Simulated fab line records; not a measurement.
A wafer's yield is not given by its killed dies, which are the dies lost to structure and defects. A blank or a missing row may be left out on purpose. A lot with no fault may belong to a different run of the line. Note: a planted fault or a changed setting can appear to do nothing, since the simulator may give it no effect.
fab line records	flow gf180mcu
record: lots: 13	wafers: 38	lastDay: 34
route steps=602 shown HV_LDD@224 V1@350 M3@425 V3@443
lots that met no fault: taken from a fault-free run of the same line
startH: the number of hours between the record's first day and the start of the first shown wafer of the lot	waitH: hours since the lot's step before	" repeats the value in the row above	L1.1+2: one row covering several wafers at once	- value missing, or start not given	* or withheld: withheld	< > ~ a bound
route shown NAME@n: NAME is a module with steps in the file, n the number in the route of the first one	usual: average and standard deviation across the fault-free wafers	same: alike in all rows	chamber/n: place in a boat	sites: each site's reading	_std_site: their standard deviation	_edge_site: the outer-site mean with the inner-site mean subtracted	radiusMm: for every site, how far away it sits from the centre of the wafer	mask NAME#n: copy n	behind: tool/chamber where the wafer was last shaped	hold: what put the lot on hold/how long, in hours/how the hold closed	device: the n, p or np transistor that did not switch	end of line: the route-end tests of the same wafers	a step without rows: its recipe alone	killed: at the first sort, the dies lost to defects and structure; wafer yield is something else	map: per-die view of a wafer (x killed, . not killed, _ where there is no die)
set.NAME: setting as actually run; set.NAME@STEP: the setting as run at that earlier step	model.NAME: the simulator's own value behind a step, which no gauge read
one table for each step of the route and one row for each wafer, over a sample of lots
services: the hour from which a tool's chamber was out of use, counted from the record's first day as startH (under 0 if before that day), plus the number of hours and why
== steps ==
step: GF_HV_LDD_IMPLANT_48
recipe: species: B	energyKev: 25	doseCm2: 3e+13	tiltDeg: 7
usual: beamEnergyKeV: 24.999/0.0084	beamOnS: 10.00/0.21	faradayCurrentUA: 169/3.5
lot.wafer	tool	chamber	startH	waitH	beamEnergyKeV	beamOnS	faradayCurrentUA
L889.2	implanter-03	0	271.13	0.0	25.006	10.01	169
L889.4	"	0	"	"	25.002	10.18	167
L889.6	"	0	"	"	25.002	10.14	167
L890.2	implanter-03	0	279.98	0.0	24.995	10.05	169
L890.4	"	0	"	"	24.991	10.17	165
L890.6	"	0	"	"	24.990	9.94	170
L891.3	implanter-03	0	288.06	0.1	25.002	10.14	167
L891.4	"	0	"	"	24.999	9.92	170
L891.6	"	0	"	"	24.997	10.19	166
L892.1	implanter-03	0	294.40	0.0	25.000	9.69	174
L892.2	"	0	"	"	25.002	9.98	170
L892.5	"	0	"	"	25.009	10.11	168
L893.2	implanter-03	0	313.99	0.0	24.996	9.81	172
L893.3	"	0	"	"	24.984	10.23	167
L893.5	"	0	"	"	25.003	10.02	169
L894.1	implanter-04	0	314.14	0.0	24.991	10.00	170
L894.2	"	0	"	"	25.000	9.93	170
L894.3	"	0	"	"	25.003	10.03	169
L895.3	implanter-01	0	327.13	0.1	25.016	9.96	171
L895.4	"	0	"	"	25.018	9.99	169
L895.6	"	0	"	"	25.020	9.78	173
L897.1	implanter-01	0	348.31	0.0	25.000	10.20	166
L897.2	"	0	"	"	24.985	10.06	169
L897.4	"	0	"	"	24.983	9.98	170
L896.1	implanter-01	0	348.61	0.0	24.991	9.78	173
L896.3	"	0	"	"	24.999	9.91	171
L896.5	"	0	"	"	25.000	10.11	168
L898.2	implanter-03	0	369.13	0.0	25.003	10.20	166
L898.3	"	0	"	"	24.998	9.68	174
L898.4	"	0	"	"	24.987	9.62	176
L899.4	implanter-04	0	369.78	0.1	24.997	10.29	165
L899.5	"	0	"	"	24.992	10.03	169
L899.6	"	0	"	"	24.990	10.32	164
L902.2	implanter-01	0	389.56	0.0	25.009	10.26	165
L902.3	"	0	"	"	25.025	7.93	214
L911.3	implanter-04	0	459.30	0.1	24.994	10.31	164
L911.5	"	0	"	"	25.014	9.65	176
L911.6	"	0	"	"	25.002	9.84	172
step: GF_HV_LDD_TW_MEAS_50
usual: HV_LDD_4_TW: 569/3.9
lot.wafer	tool	chamber	startH	waitH	HV_LDD_4_TW
L889.2	filmMetro-04	-	271.36	0.1	577
L889.4	"	-	"	"	575
L889.6	"	-	"	"	575
L890.2	filmMetro-03	-	280.22	0.1	567
L890.4	"	-	"	"	569
L890.6	"	-	"	"	564
L891.3	filmMetro-03	-	288.28	0.1	568
L891.4	"	-	"	"	564
L891.6	"	-	"	"	567
L892.1	filmMetro-02	-	294.65	0.1	569
L892.2	"	-	"	"	567
L892.5	"	-	"	"	568
L893.2	filmMetro-02	-	314.22	0.1	569
L893.3	"	-	"	"	569
L893.5	"	-	"	"	566
L894.1	filmMetro-02	-	314.51	0.2	570
L894.2	"	-	"	"	567
L894.3	"	-	"	"	567
L895.3	filmMetro-02	-	327.35	0.1	569
L895.4	"	-	"	"	567
L895.6	"	-	"	"	569
L897.1	filmMetro-02	-	348.56	0.1	573
L897.2	"	-	"	"	573
L897.4	"	-	"	"	576
L896.1	filmMetro-03	-	348.86	0.1	565
L896.3	"	-	"	"	566
L896.5	"	-	"	"	564
L898.2	filmMetro-04	-	369.36	0.1	572
L898.3	"	-	"	"	572
L898.4	"	-	"	"	572
L899.4	filmMetro-03	-	369.98	0.1	566
L899.5	"	-	"	"	564
L899.6	"	-	"	"	564
L902.2	filmMetro-02	-	389.79	0.1	568
L902.3	"	-	"	"	520
L911.3	filmMetro-04	-	459.52	0.1	575
L911.5	"	-	"	"	574
L911.6	"	-	"	"	572
step: GF_V1_OVL_MEAS_15
usual: V1_OVL: -2/4.9
lot.wafer	tool	chamber	startH	waitH	V1_OVL[nm]
L889.2	overlay-02	-	410.35	0.1	3
L889.4	"	-	"	"	4
L889.6	"	-	"	"	0
L890.2	overlay-01	-	420.50	0.1	0
L890.4	"	-	"	"	-4
L890.6	"	-	"	"	3
L891.3	overlay-02	-	431.46	0.1	-3
L891.4	"	-	"	"	-4
L891.6	"	-	"	"	-2
L892.1	overlay-01	-	435.56	0.1	0
L892.2	"	-	"	"	-6
L892.5	"	-	"	"	-10
L893.2	overlay-02	-	458.92	0.1	-1
L893.3	"	-	"	"	0
L893.5	"	-	"	"	2
L894.1	overlay-01	-	460.65	0.1	-2
L894.2	"	-	"	"	-3
L894.3	"	-	"	"	-7
L895.3	overlay-01	-	475.17	0.1	-10
L895.4	"	-	"	"	-3
L895.6	"	-	"	"	2
L897.1	overlay-01	-	499.36	0.1	-7
L897.2	"	-	"	"	0
L897.4	"	-	"	"	3
L896.1	overlay-01	-	499.51	0.1	0
L896.3	"	-	"	"	-2
L896.5	"	-	"	"	0
L898.2	overlay-02	-	520.02	0.1	2
L898.3	"	-	"	"	-4
L898.4	"	-	"	"	6
L899.4	overlay-01	-	520.58	0.1	-4
L899.5	"	-	"	"	-4
L899.6	"	-	"	"	-1
L902.2	overlay-02	-	540.62	0.1	-6
L902.3	"	-	"	"	-10
L911.3	overlay-01	-	603.97	0.1	-8
L911.5	"	-	"	"	-8
L911.6	"	-	"	"	-1
step: GF_M3_METAL_ETCH_16
recipe: chemistry: Cl2/BCl3	maskMaterial: KrF	targetDepthNm: 750.8	stopOn: SiO2	pressureMtorr: 8	icpW: 800	biasW: 140	Cl2_flow_sccm: 80	bcl3FlowSccm: 40	timeS: 125.1
usual: drypumpMotorCurrentA: 6.0/0.33	oesProductAu: 0.988/0.0063	rfFwdPowerW: 795.9/2.7	throttleValvePct: 28.233/0.01
lot.wafer	tool	chamber	startH	waitH	drypumpMotorCurrentA	oesProductAu	rfFwdPowerW	rfHoursCounterH	throttleValvePct
L889.2	rieMetal-04	1	488.40	0.0	6.4	0.983	795.0	4	28.224
L889.4	"	0	"	"	5.7	0.991	794.5	-	28.245
L889.6	"	0	"	"	5.7	0.990	796.3	-	28.230
L890.2	rieMetal-04	1	499.06	0.0	6.4	0.993	795.9	4	28.236
L890.4	"	0	"	"	5.7	1.001	793.6	-	28.231
L890.6	"	1	"	"	6.4	0.989	798.6	-	28.227
L891.3	rieMetal-04	1	508.50	0.1	6.5	0.993	799.0	-	28.227
L891.4	"	0	"	"	5.7	0.981	795.5	-	28.231
L891.6	"	0	"	"	5.7	0.989	794.2	-	28.239
L892.1	rieMetal-01	0	512.91	0.0	6.2	0.983	792.1	4	28.233
L892.2	"	1	"	"	5.7	0.986	795.1	13	28.236
L892.5	"	1	"	"	5.8	0.979	797.5	-	28.249
L893.2	rieMetal-03	1	535.41	0.0	5.6	0.985	802.7	9	28.249
L893.3	"	0	"	"	5.9	0.998	794.2	-	28.246
L893.5	"	1	"	"	5.6	0.989	804.1	-	28.246
L894.1	rieMetal-01	1	536.29	0.0	5.7	0.983	797.4	13	28.244
L894.2	"	0	"	"	6.2	0.984	799.2	5	28.240
L894.3	"	1	"	"	5.7	0.983	796.8	-	28.234
L895.3	rieMetal-04	1	549.29	0.1	6.5	0.990	799.4	-	28.238
L895.4	"	0	"	"	5.7	0.992	796.9	-	28.234
L895.6	"	1	"	"	6.5	0.994	794.6	-	28.232
L897.1	rieMetal-03	0	571.40	0.0	5.9	0.978	796.1	12	28.250
L897.2	"	1	"	"	5.6	0.982	795.7	10	28.212
L897.4	"	1	"	"	5.6	0.982	795.4	-	28.224
L896.1	rieMetal-04	1	571.74	0.0	6.5	0.978	793.2	6	28.233
L896.3	"	1	"	"	6.5	0.990	793.7	-	28.220
L896.5	"	0	"	"	5.7	0.993	797.0	-	28.232
L898.2	rieMetal-04	1	592.24	0.1	6.5	0.992	797.7	-	28.213
L898.3	"	1	"	"	6.5	0.992	801.1	-	28.215
L898.4	"	1	"	"	6.5	0.986	799.2	-	28.218
L899.4	rieMetal-03	1	592.60	0.1	5.6	0.997	800.4	-	28.209
L899.5	"	0	"	"	5.9	0.979	799.3	-	28.224
L899.6	"	1	"	"	5.6	0.992	795.2	-	28.215
L902.2	rieMetal-03	0	611.65	0.0	5.9	0.975	792.3	13	28.230
L902.3	"	0	"	"	5.9	0.979	791.2	-	28.238
L911.3	rieMetal-01	0	667.81	0.1	6.2	0.993	795.7	-	28.237
L911.5	"	0	"	"	6.2	0.991	790.0	-	28.240
L911.6	"	1	"	"	5.7	0.987	792.5	-	28.238
step: GF_V3_CD_MEAS_14
recipe: targetCdNm: 260
usual: cdNm: 259.9/1.2
lot.wafer	tool	chamber	startH	waitH	cdNm
L889.2	cdSem-02	-	513.61	0.1	261.4
L889.4	"	-	"	"	260.1
L889.6	"	-	"	"	260.9
L890.2	cdSem-02	-	523.06	0.1	261.3
L890.4	"	-	"	"	261.1
L890.6	"	-	"	"	260.4
L891.3	cdSem-01	-	532.48	0.1	259.5
L891.4	"	-	"	"	259.2
L891.6	"	-	"	"	259.6
L892.1	cdSem-02	-	537.99	0.1	260.8
L892.2	"	-	"	"	259.8
L892.5	"	-	"	"	260.4
L893.2	cdSem-01	-	558.79	0.1	260.2
L893.3	"	-	"	"	257.8
L893.5	"	-	"	"	259.0
L894.1	cdSem-01	-	559.89	0.1	260.9
L894.2	"	-	"	"	260.3
L894.3	"	-	"	"	260.9
L895.3	cdSem-02	-	572.53	0.1	261.0
L895.4	"	-	"	"	260.9
L895.6	"	-	"	"	261.8
L897.1	cdSem-01	-	594.17	0.1	260.0
L897.2	"	-	"	"	259.8
L897.4	"	-	"	"	258.9
L896.1	cdSem-02	-	594.44	0.1	258.7
L896.3	"	-	"	"	258.1
L896.5	"	-	"	"	259.9
L898.2	cdSem-01	-	613.76	0.1	260.8
L898.3	"	-	"	"	260.8
L898.4	"	-	"	"	260.0
L899.4	cdSem-01	-	614.68	0.1	259.2
L899.5	"	-	"	"	258.5
L899.6	"	-	"	"	259.0
L902.2	cdSem-02	-	633.56	0.1	260.6
L902.3	"	-	"	"	260.0
L911.3	cdSem-02	-	688.51	0.1	261.5
L911.5	"	-	"	"	260.9
L911.6	"	-	"	"	260.0
== services ==
tool	chamber	startH	hours	kind
implanter-01	-	250.17	1.7	repair
implanter-03	-	295.68	2.8	repair
implanter-01	-	332.15	9.0	repair
implanter-03	-	347.50	5.3	pm
rieMetal-04	-	353.03	1.1	repair
implanter-03	-	374.93	17.4	pm
implanter-03	-	425.70	2.2	pm
implanter-01	-	450.12	0.6	repair
implanter-01	-	457.38	2.3	repair
implanter-03	-	458.98	3.8	repair
implanter-01	-	462.12	3.3	pm
rieMetal-04	-	475.48	0.3	repair
implanter-03	-	482.96	1.7	repair
rieMetal-03	-	509.35	1.4	pm
implanter-03	-	537.69	0.6	repair
implanter-01	-	541.55	1.8	repair
implanter-01	-	549.66	0.9	repair
implanter-01	-	559.73	5.4	pm
rieMetal-04	0	588.70	14.1	repair
implanter-01	-	597.32	2.7	repair
rieMetal-03	-	602.03	0.6	repair
rieMetal-03	-	608.03	2.8	pm
implanter-01	-	626.36	3.3	repair
implanter-03	-	656.53	1.7	repair
== key ==
firstSign: step: GF_HV_LDD_IMPLANT_48	reading: faradayCurrentUA	direction: up	sigmas: 13	usual: 169	struck: 214
effect: step: GF_HV_LDD_IMPLANT_48	reading: beamOnS	direction: down	sigmas: 9.8	usual: 10.00	struck: 7.93
effect: step: GF_HV_LDD_TW_MEAS_50	reading: HV_LDD_4_TW	direction: down	sigmas: 12	usual: 569	struck: 520
metAt GF_HV_LDD_IMPLANT_48
struckLots L902
struckWafers L902.3
testerLeftOut L902
notActingAt GF_V1_OVL_MEAS_15,GF_M3_METAL_ETCH_16,GF_V3_CD_MEAS_14
onsetBetween 348.61 389.56
fault: kind: processParameterDrift	tool: implanter-01	chamber: -	onsetH: 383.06	steps: GF_HV_LDD_IMPLANT_48	channel: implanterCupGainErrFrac	offset: 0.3	shape: step	endH: 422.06	scope: struckWafersOnly
testerLeftOut: of these lots the tester's yield and bins aren't shown, on N5 and GAA mostly nor the transistor test; their killed dies are dies lost to structure and defects alone, not to doping, threshold or leakage, so they don't give the yield
